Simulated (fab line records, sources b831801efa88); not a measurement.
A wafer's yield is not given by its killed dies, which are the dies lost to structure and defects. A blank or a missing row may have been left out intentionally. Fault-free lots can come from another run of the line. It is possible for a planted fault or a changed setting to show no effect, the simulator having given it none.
Matching of chambers	flow sky130	SKY_LI_CONTACT_CMP_24 on cmp-01: 4 sister chambers
The step polishes, stops on PSG, t overpolish 20 s, target thk 0 nm. 30 wafers are shown with their chamber, then 12 later ones without.

WAFERS WITH THEIR CHAMBER
wafer	chamber	motor-current-A (A)	time-to-endpoint-s (s)	slurry-flow-ml-min
L075.1	0	12.4	98	149.6
L075.4	3	11.5	93	151.6
L075.5	3	11.4	96	151.0
L077.2	1	10.1	95	149.8
L077.3	0	12.1	102	150.2
L077.6	2	12.9	106	149.8
L079.1	2	11.8	107	150.6
L079.2	0	12.0	99	150.2
L079.3	3	11.9	98	150.4
L083.2	2	12.8	110	150.0
L083.4	1	10.2	97	150.5
L083.6	2	12.4	103	149.8
L084.1	2	12.3	109	150.1
L084.3	3	11.3	95	149.3
L084.5	0	11.5	107	150.2
L087.3	0	12.0	103	150.5
L087.5	2	12.7	107	150.1
L087.6	1	10.4	99	150.3
L086.2	1	10.0	96	151.1
L086.4	2	12.6	109	150.7
L086.6	0	12.3	103	150.0
L089.3	0	12.0	94	149.4
L089.4	3	11.4	89	149.9
L089.5	0	12.1	97	150.1
L091.3	1	10.2	89	150.0
L091.4	2	12.1	103	150.9
L091.5	1	9.6	88	149.9
L094.1	3	11.6	89	149.9
L094.3	1	10.2	86	150.1
L094.5	3	11.5	87	150.9

SIGNATURES, as means of the wafers listed above
reading	chamber 0	chamber 1	chamber 2	chamber 3	scatter within a chamber
motor-current-A	12.050	10.100	12.450	11.514	0.283
time-to-endpoint-s	100.38	92.86	106.75	92.43	4.06
slurry-flow-ml-min	150.025	150.243	150.250	150.429	0.523
Rule: for a wafer and a chamber, the distance is found by dividing, reading by reading, the gap between the wafer's reading and the chamber's mean by the reading's scatter, squaring, summing and taking the root. If the next closest chamber is less than 2 further off than the closest, the wafer can't be placed; otherwise it belongs to the closest. The scatter: take each reading less its chamber's mean, square it, sum over the shown wafers, divide by the number of wafers less the number of chambers, and take the root.

WAFERS WHOSE CHAMBER IS MISSING
wafer	motor-current-A (A)	time-to-endpoint-s (s)	slurry-flow-ml-min
L090.1	9.7	87	149.3
L090.3	11.3	93	149.8
L090.4	12.2	97	149.4
L095.4	12.6	103	150.1
L095.5	10.6	93	150.1
L095.6	12.5	101	150.0
L097.1	10.1	86	149.9
L097.3	12.1	101	149.9
L097.4	12.2	101	149.4
L096.1	12.0	97	149.2
L096.2	12.6	104	150.6
L096.4	9.7	91	149.7

WHICH CHAMBER EACH WENT THROUGH
wafer	from the rows above	in truth
L090.1	1	1
L090.3	can't be placed: 3 or 0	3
L090.4	can't be placed: 0 or 2 or 3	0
L095.4	can't be placed: 2 or 0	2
L095.5	can't be placed: 1 or 3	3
L095.6	can't be placed: 2 or 0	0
L097.1	1	1
L097.3	can't be placed: 0 or 2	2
L097.4	can't be placed: 0 or 2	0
L096.1	can't be placed: 0 or 3 or 2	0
L096.2	can't be placed: 2 or 0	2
L096.4	1	1
Placed correctly: 3 of 12. From these rows, 9 cannot be placed; in 9 the true chamber is one of the candidates. Placed wrongly: 0.
